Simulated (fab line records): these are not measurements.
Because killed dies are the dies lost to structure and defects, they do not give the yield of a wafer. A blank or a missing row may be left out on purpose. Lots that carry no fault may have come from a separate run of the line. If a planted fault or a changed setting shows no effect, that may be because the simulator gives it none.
Matching of chambers / flow gf180mcu / 4 sister chambers for GF_V3_CMP_26 on cmp-01
The step polishes, stops on SiO2, t overpolish 15 s, target thk 0 nm. 14 wafers are shown with their chamber, then 7 later ones without.

WAFERS PAIRED WITH THEIR CHAMBERS
wafer=L427.2; chamber=0; motor_current_A (A)=10.5; time_to_endpoint_s (s)=83; slurry_filter_dp_kPa (kPa)=13.54
wafer=L427.4; chamber=3; motor_current_A (A)=11.1; time_to_endpoint_s (s)=92; slurry_filter_dp_kPa (kPa)=13.55
wafer=L427.5; chamber=0; motor_current_A (A)=10.2; time_to_endpoint_s (s)=87; slurry_filter_dp_kPa (kPa)=13.44
wafer=L432.1; chamber=3; motor_current_A (A)=12.4; time_to_endpoint_s (s)=79; slurry_filter_dp_kPa (kPa)=13.56
wafer=L432.3; chamber=0; motor_current_A (A)=10.0; time_to_endpoint_s (s)=86; slurry_filter_dp_kPa (kPa)=13.27
wafer=L432.5; chamber=0; motor_current_A (A)=11.1; time_to_endpoint_s (s)=85; slurry_filter_dp_kPa (kPa)=13.52
wafer=L434.3; chamber=1; motor_current_A (A)=11.6; time_to_endpoint_s (s)=92; slurry_filter_dp_kPa (kPa)=13.27
wafer=L434.4; chamber=3; motor_current_A (A)=11.4; time_to_endpoint_s (s)=81; slurry_filter_dp_kPa (kPa)=13.28
wafer=L434.6; chamber=2; motor_current_A (A)=9.9; time_to_endpoint_s (s)=86; slurry_filter_dp_kPa (kPa)=13.39
wafer=L442.1; chamber=2; motor_current_A (A)=10.0; time_to_endpoint_s (s)=84; slurry_filter_dp_kPa (kPa)=13.57
wafer=L442.3; chamber=3; motor_current_A (A)=10.8; time_to_endpoint_s (s)=80; slurry_filter_dp_kPa (kPa)=13.54
wafer=L442.6; chamber=2; motor_current_A (A)=9.9; time_to_endpoint_s (s)=81; slurry_filter_dp_kPa (kPa)=13.61
wafer=L443.1; chamber=2; motor_current_A (A)=10.0; time_to_endpoint_s (s)=86; slurry_filter_dp_kPa (kPa)=13.32
wafer=L443.2; chamber=1; motor_current_A (A)=10.4; time_to_endpoint_s (s)=86; slurry_filter_dp_kPa (kPa)=13.38

SIGNATURES, as means of the wafers listed above
reading=motor_current_A; chamber 0=10.450; chamber 1=11.000; chamber 2=9.950; chamber 3=11.425; scatter within a chamber=0.535
reading=time_to_endpoint_s; chamber 0=85.25; chamber 1=89.00; chamber 2=84.25; chamber 3=83.00; scatter within a chamber=3.92
reading=slurry_filter_dp_kPa; chamber 0=13.4425; chamber 1=13.3250; chamber 2=13.4725; chamber 3=13.4825; scatter within a chamber=0.128
Rule: distance of a wafer from a chamber = root of the sum over the readings of ((wafer's reading minus chamber's mean) / reading's scatter) squared. If the next closest chamber is less than 2 further off than the closest, the wafer can't be placed; otherwise it belongs to the closest. The scatter: take each reading less its chamber's mean, square it, sum over the shown wafers, divide by the number of wafers less the number of chambers, and take the root.

WAFERS WHOSE CHAMBER IS MISSING
wafer=L443.5; motor_current_A (A)=11.2; time_to_endpoint_s (s)=89; slurry_filter_dp_kPa (kPa)=13.40
wafer=L445.1; motor_current_A (A)=11.5; time_to_endpoint_s (s)=84; slurry_filter_dp_kPa (kPa)=13.39
wafer=L445.2; motor_current_A (A)=10.2; time_to_endpoint_s (s)=83; slurry_filter_dp_kPa (kPa)=13.72
wafer=L445.4; motor_current_A (A)=10.8; time_to_endpoint_s (s)=90; slurry_filter_dp_kPa (kPa)=13.39
wafer=L447.1; motor_current_A (A)=11.3; time_to_endpoint_s (s)=88; slurry_filter_dp_kPa (kPa)=13.59
wafer=L447.5; motor_current_A (A)=9.8; time_to_endpoint_s (s)=83; slurry_filter_dp_kPa (kPa)=13.71
wafer=L447.6; motor_current_A (A)=11.5; time_to_endpoint_s (s)=85; slurry_filter_dp_kPa (kPa)=13.71

WHICH CHAMBER EACH WENT THROUGH
wafer=L443.5; from the rows above=can't be placed: 1 or 3 or 0 or 2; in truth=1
wafer=L445.1; from the rows above=can't be placed: 3 or 1 or 0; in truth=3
wafer=L445.2; from the rows above=can't be placed: 2 or 0 or 3 or 1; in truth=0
wafer=L445.4; from the rows above=can't be placed: 1 or 0 or 3 or 2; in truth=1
wafer=L447.1; from the rows above=can't be placed: 3 or 0 or 1 or 2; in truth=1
wafer=L447.5; from the rows above=can't be placed: 2 or 0 or 3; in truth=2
wafer=L447.6; from the rows above=can't be placed: 3 or 0 or 1 or 2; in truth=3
0 of 7 placed correctly. Unplaceable from these rows: 7, with the true chamber sitting among the candidates in 7. Placed wrongly: 0.
